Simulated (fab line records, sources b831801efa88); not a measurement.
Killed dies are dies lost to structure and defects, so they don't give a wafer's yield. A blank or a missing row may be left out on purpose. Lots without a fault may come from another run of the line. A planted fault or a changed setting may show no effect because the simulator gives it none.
fab line records | flow gf180mcu
record lots=14 wafers=42 last_day=34
route steps=602 shown HV_LDD@213 CONTACT@299
lots that met no fault: from a run of the same line without faults
start_h: hours from the record's first day to the start of the lot's first wafer shown | wait_h: hours since the lot's step before | " the same as in the row above | L1.1+2: a row that stands for several wafers | - no value, or no start given | * or withheld: withheld | < > ~ a bound
route shown NAME@n: a module of which the file shows steps, and the number in the route of the first | usual: mean/standard deviation of fault-free wafers | same: alike in all rows | chamber/n: place in a boat | sites: the reading at each site | _std_site: their standard deviation | _edge_site: outer sites' mean less inner sites' | radius_mm: how far each site lies from the wafer's centre | mask NAME#n: copy n | behind: the tool/chamber that last shaped the wafer | hold: why the lot was held/for how many hours/how that ended | device: the transistor (n, p or np) that didn't switch | end of line: the same wafers' tests at the end of the route | a step without rows: its recipe alone | killed: dies lost to structure and defects at the first sort, not the wafer's yield | map: a wafer's dies, x killed, . not, _ none there
set.NAME: the setting as run; set.NAME@STEP: as run at that earlier step | model.NAME: the simulator's own value behind a step, which no gauge read
steps of the route over a sample of lots; a table a step, a row a wafer
services: from which hour (start_h, from the record's first day; less than 0 if before it) a tool's chamber was out of use, for how many hours, and why
## steps
# step GF_HV_LDD_STRIP_37
# recipe chemistry=O2/N2 power_w=1400 pressure_mtorr=1500 platen_temp_c=250 o2_flow_sccm=3000 n2_flow_sccm=300 overash_fraction=0.5
# usual drypump_motor_current_A=5.8/0.36 heater_power_w=329/22 oes_product_au=0.715/0.0042 strip_time_to_endpoint_s=12.639/0.03
# columns lot.wafer tool chamber start_h wait_h drypump_motor_current_A heater_power_w oes_product_au rf_hours_counter_h strip_time_to_endpoint_s
L734.1 plasma_asher-01 0 260.17 0.1 5.6 307 0.715 16 12.626
L734.4 " 1 " " 6.0 332 0.724 - 12.641
L734.6 " 0 " " 5.6 308 0.709 - 12.667
L735.1 plasma_asher-04 1 266.60 0.1 5.3 333 0.713 60 12.644
L735.3 " 0 " " 6.3 344 0.714 - 12.677
L735.5 " 1 " " 5.3 326 0.712 - 12.626
L736.1 plasma_asher-01 0 275.07 0.1 5.6 306 0.721 17 12.584
L736.2 " 1 " " 6.0 332 0.722 17 12.596
L736.4 " 0 " " 5.6 299 0.717 - 12.589
L739.1 plasma_asher-01 1 300.22 0.1 6.0 335 0.715 20 12.645
L739.3 " 1 " " 6.0 324 0.716 - 12.659
L739.5 " 1 " " 6.0 331 0.724 - 12.645
L741.1 plasma_asher-03 1 318.92 0.1 5.4 317 0.724 71 12.630
L741.5 " 0 " " 6.2 369 0.708 - 12.620
L741.6 " 1 " " 5.4 310 0.717 - 12.662
L743.2 plasma_asher-03 0 332.97 0.1 6.2 380 0.713 72 12.607
L743.4 " 0 " " 6.3 384 0.716 - 12.662
L743.6 " 1 " " 5.4 324 0.709 - 12.594
L745.2 plasma_asher-01 0 344.46 0.1 5.6 297 0.714 25 12.649
L745.4 " 1 " " 6.0 334 0.714 - 12.630
L745.5 " 0 " " 5.6 300 0.723 - 12.671
L746.1 plasma_asher-01 1 353.24 0.1 6.0 322 0.718 26 12.605
L746.4 " 0 " " 5.6 300 0.708 - 12.607
L746.6 " 1 " " 6.0 334 0.714 - 12.595
L747.2 plasma_asher-04 1 363.96 0.1 5.3 326 0.715 69 12.594
L747.4 " 0 " " 6.3 345 0.712 - 12.598
L747.6 " 0 " " 6.2 336 0.714 - 12.588
L750.1 plasma_asher-01 0 384.71 0.1 5.6 306 0.720 29 12.671
L750.2 " 1 " " 6.0 329 0.721 29 12.653
L750.3 " 0 " " 5.6 295 0.713 - 12.627
L753.4 plasma_asher-04 1 412.50 0.1 5.3 325 0.716 - 12.675
L753.5 " 0 " " 6.2 346 0.721 - 12.664
L753.6 " 1 " " 5.3 322 0.714 - 12.685
L754.1 plasma_asher-04 0 418.72 0.1 6.3 342 0.716 75 12.635
L754.3 " 1 " " 5.3 326 0.716 - 12.670
L754.4 " 0 " " 6.3 340 0.718 - 12.682
L755.1 plasma_asher-01 1 429.19 0.1 6.0 337 0.718 34 12.624
L755.3 " 1 " " 6.0 338 0.721 - 12.631
L755.6 " 1 " " 6.0 337 0.712 - 12.613
L756.2 plasma_asher-03 1 439.35 0.1 5.4 316 0.711 83 12.689
L756.3 " 1 " " 5.4 320 0.720 - 12.675
L756.6 " 0 " " 6.2 372 0.706 - 12.660
# step GF_HV_LDD_RTA_52
# recipe temp_c=1000 time_s=10 ambient=N2
# usual anneal_temp_c_max=1005.7/2 lamp_power_pct=37/3.3 wafer_temp_C_max=1004.9/0.96
# columns lot.wafer tool chamber start_h wait_h anneal_temp_c_max lamp_power_pct wafer_temp_C_max
L734.1 rtp_anneal-02 0 279.98 0.0 1008.0 33 1005.3
L734.4 " 0 " " 1009.7 33 1005.3
L734.6 " 0 " " 1010.6 33 1005.9
L735.1 rtp_anneal-01 0 286.34 0.0 1003.2 40 1004.0
L735.3 " 0 " " 1004.9 40 1005.9
L735.5 " 0 " " 1003.0 40 1003.5
L736.1 rtp_anneal-01 0 295.15 0.0 1004.1 40 1005.1
L736.2 " 0 " " 1004.9 40 1004.3
L736.4 " 0 " " 1003.6 40 1005.1
L739.1 rtp_anneal-01 0 321.50 0.0 1003.9 40 1002.6
L739.3 " 0 " " 1004.2 40 1004.4
L739.5 " 0 " " 1004.4 40 1003.9
L741.1 rtp_anneal-02 0 340.37 0.0 1007.2 33 1005.6
L741.5 " 0 " " 1006.9 33 1005.0
L741.6 " 0 " " 1009.2 33 1004.3
L743.2 rtp_anneal-02 0 355.01 0.0 1009.2 33 1005.6
L743.4 " 0 " " 1010.0 33 1004.1
L743.6 " 0 " " 1006.0 33 1005.1
L745.2 rtp_anneal-02 0 366.39 0.0 1010.0 33 1005.2
L745.4 " 0 " " 1008.0 33 1005.0
L745.5 " 0 " " 1006.2 33 1007.0
L746.1 rtp_anneal-01 0 374.50 0.0 1005.2 40 1004.7
L746.4 " 0 " " 1004.6 40 1005.4
L746.6 " 0 " " 1004.6 40 1005.6
L747.2 rtp_anneal-01 0 386.86 0.0 1003.8 40 1005.2
L747.4 " 0 " " 1004.4 40 1004.5
L747.6 " 0 " " 1005.7 40 1004.3
L750.1 rtp_anneal-02 0 408.95 0.0 1004.0 33 1006.3
L750.2 " 0 " " 1006.7 33 1006.4
L750.3 " 0 " " 1005.5 33 1006.5
L753.4 rtp_anneal-01 0 436.16 0.0 1004.7 40 1003.2
L753.5 " 0 " " 1004.0 40 1005.3
L753.6 " 0 " " 1005.8 40 1006.5
L754.1 rtp_anneal-02 0 446.58 0.0 1009.8 33 1004.7
L754.3 " 0 " " 1007.4 33 1006.4
L754.4 " 0 " " 1008.4 33 1004.8
L755.1 rtp_anneal-01 0 453.78 0.0 1004.3 40 1004.5
L755.3 " 0 " " 1003.8 40 1004.9
L755.6 " 0 " " 1003.7 40 1005.5
L756.2 rtp_anneal-02 0 464.37 0.0 1005.0 33 1004.7
L756.3 " 0 " " 1006.5 33 1005.1
L756.6 " 0 " " 1009.0 33 1005.5
# step GF_CONTACT_PEB_12
# recipe peb_temp_c=135 peb_time_s=90 resist=KrF
# usual chill_plate_temp_C=23.00/0.11 exhaust_pa=44.9/0.88 heater_power_total_W=85.71/0.078
# columns lot.wafer tool chamber start_h wait_h chill_plate_temp_C exhaust_pa heater_power_total_W
L734.1 litho_track-01 0 367.56 - 22.90 44.7 85.77
L734.4 " 0 " " 23.08 44.5 85.74
L734.6 " 0 " " 22.98 44.0 85.71
L735.1 litho_track-02 0 376.44 - 22.99 45.2 85.69
L735.3 " 0 " " 23.00 45.8 85.62
L735.5 " 0 " " 22.95 46.3 85.66
L736.1 litho_track-03 0 386.61 - 22.99 45.5 85.78
L736.2 " 0 " " 23.02 46.6 85.68
L736.4 " 0 " " 22.89 45.8 85.63
L739.1 litho_track-01 0 415.36 - 23.01 45.2 85.76
L739.3 " 0 " " 23.06 44.3 85.78
L739.5 " 0 " " 23.07 45.4 85.74
L741.1 litho_track-01 0 436.61 - 23.12 44.1 85.73
L741.5 " 0 " " 23.07 45.2 85.70
L741.6 " 0 " " 23.09 44.7 85.77
L743.2 litho_track-02 0 451.87 - 22.65 46.6 85.64
L743.4 " 0 " " 22.92 46.4 85.58
L743.6 " 0 " " 22.86 46.8 85.81
L745.2 litho_track-03 0 471.39 - 22.93 43.6 85.82
L745.4 " 0 " " 22.87 45.1 85.76
L745.5 " 0 " " 22.89 45.8 85.79
L746.1 litho_track-01 - 473.56 - - - -
L746.4 " - " " - - -
L746.6 " - " " - - -
L747.2 litho_track-02 - 488.72 - - - -
L747.4 " - " " - - -
L747.6 " - " " - - -
L750.1 litho_track-02 0 510.33 - 22.99 44.2 85.73
L750.2 " 0 " " 23.08 44.2 85.72
L750.3 " 0 " " 23.02 43.6 85.71
L753.4 litho_track-02 0 538.98 - 23.01 45.0 85.64
L753.5 " 0 " " 23.14 46.3 85.86
L753.6 " 0 " " 23.06 44.6 85.79
L754.1 litho_track-01 0 544.46 - 23.04 43.6 85.72
L754.3 " 0 " " 22.89 45.5 85.56
L754.4 " 0 " " 23.05 45.6 85.69
L755.1 litho_track-01 0 553.31 - 22.93 46.4 85.86
L755.3 " 0 " " 23.05 43.8 85.76
L755.6 " 0 " " 23.07 44.8 85.62
L756.2 litho_track-01 0 563.44 - 22.99 44.4 85.69
L756.3 " 0 " " 22.92 45.5 85.74
L756.6 " 0 " " 23.07 44.7 85.87
# step GF_CONTACT_CD_MEAS_14
# recipe target_cd_nm=220
# usual cd_nm=220.0/1.6
# columns lot.wafer tool chamber start_h wait_h cd_nm
L734.1 cd_sem-02 - 367.91 0.1 221.5
L734.4 " - " " 220.2
L734.6 " - " " 219.1
L735.1 cd_sem-02 - 376.79 0.1 222.5
L735.3 " - " " 220.7
L735.5 " - " " 221.2
L736.1 cd_sem-02 - 386.96 0.1 219.9
L736.2 " - " " 219.7
L736.4 " - " " 218.9
L739.1 cd_sem-02 - 415.71 0.1 221.7
L739.3 " - " " 221.7
L739.5 " - " " 221.7
L741.1 cd_sem-01 - 436.96 0.1 222.6
L741.5 " - " " 222.1
L741.6 " - " " 222.5
L743.2 cd_sem-01 - 452.21 0.1 219.7
L743.4 " - " " 220.4
L743.6 " - " " 220.6
L745.2 cd_sem-01 - 471.73 0.1 221.3
L745.4 " - " " 218.7
L745.5 " - " " 221.3
L746.1 cd_sem-01 - 473.91 0.1 -
L746.4 " - " " -
L746.6 " - " " -
L747.2 cd_sem-02 - 489.05 0.1 -
L747.4 " - " " -
L747.6 " - " " -
L750.1 cd_sem-02 - 510.68 0.1 222.0
L750.2 " - " " 221.2
L750.3 " - " " 221.3
L753.4 cd_sem-02 - 539.29 0.1 219.2
L753.5 " - " " 219.6
L753.6 " - " " 219.5
L754.1 cd_sem-01 - 544.81 0.1 219.7
L754.3 " - " " 219.1
L754.4 " - " " 218.7
L755.1 cd_sem-01 - 553.66 0.1 221.3
L755.3 " - " " 220.8
L755.6 " - " " 220.5
L756.2 cd_sem-02 - 563.78 0.1 217.7
L756.3 " - " " 218.6
L756.6 " - " " 218.7
## services
# columns tool chamber start_h hours kind
litho_track-01 - 246.87 - consumable_replace:filter
plasma_asher-03 - 357.04 2.6 repair
rtp_anneal-01 - 364.25 3.3 pm
plasma_asher-04 - 373.39 0.7 repair
litho_track-02 - 400.84 - consumable_replace:filter
plasma_asher-03 - 409.28 2.8 pm
plasma_asher-04 - 421.25 9.0 pm
plasma_asher-04 0 421.25 9.0 vent_cycle
plasma_asher-04 1 421.25 9.0 vent_cycle
plasma_asher-04 0 430.25 - clean
plasma_asher-04 1 430.25 - clean
plasma_asher-01 - 433.12 1.1 repair
rtp_anneal-02 - 536.59 3.8 pm
plasma_asher-04 - 550.29 3.8 repair
## key
first_sign step=GF_CONTACT_PEB_12 reading=tool_record direction=missing
effect none on later readings
met_at GF_CONTACT_PEB_12
struck_lots L746,L747
later_rows_left_out L746.1,L746.4,L746.6,L747.2,L747.4,L747.6
sort_left_out L746.1,L746.4,L746.6,L747.2,L747.4,L747.6
tester_left_out L746,L747
not_acting_at GF_HV_LDD_STRIP_37,GF_HV_LDD_RTA_52,GF_CONTACT_CD_MEAS_14
onset_between 451.87 473.56
fault kind=skipped_step_whole tool=litho_track-01,litho_track-02 chamber=- onset_h=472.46 steps=GF_CONTACT_PEB_12 scope=struck_lots_only
# tester_left_out: of these lots the tester's yield and bins aren't shown, on N5 and GAA mostly nor the transistor test; their killed dies are dies lost to structure and defects alone, not to doping, threshold or leakage, so they don't give the yield
# sort_left_out: the simulated sort isn't trusted on such a fault, so these wafers' sort isn't shown, and their yield isn't known
# later_rows_left_out: the simulator's readings of these wafers behind a module that went badly wrong aren't trusted and aren't shown, but for the sort
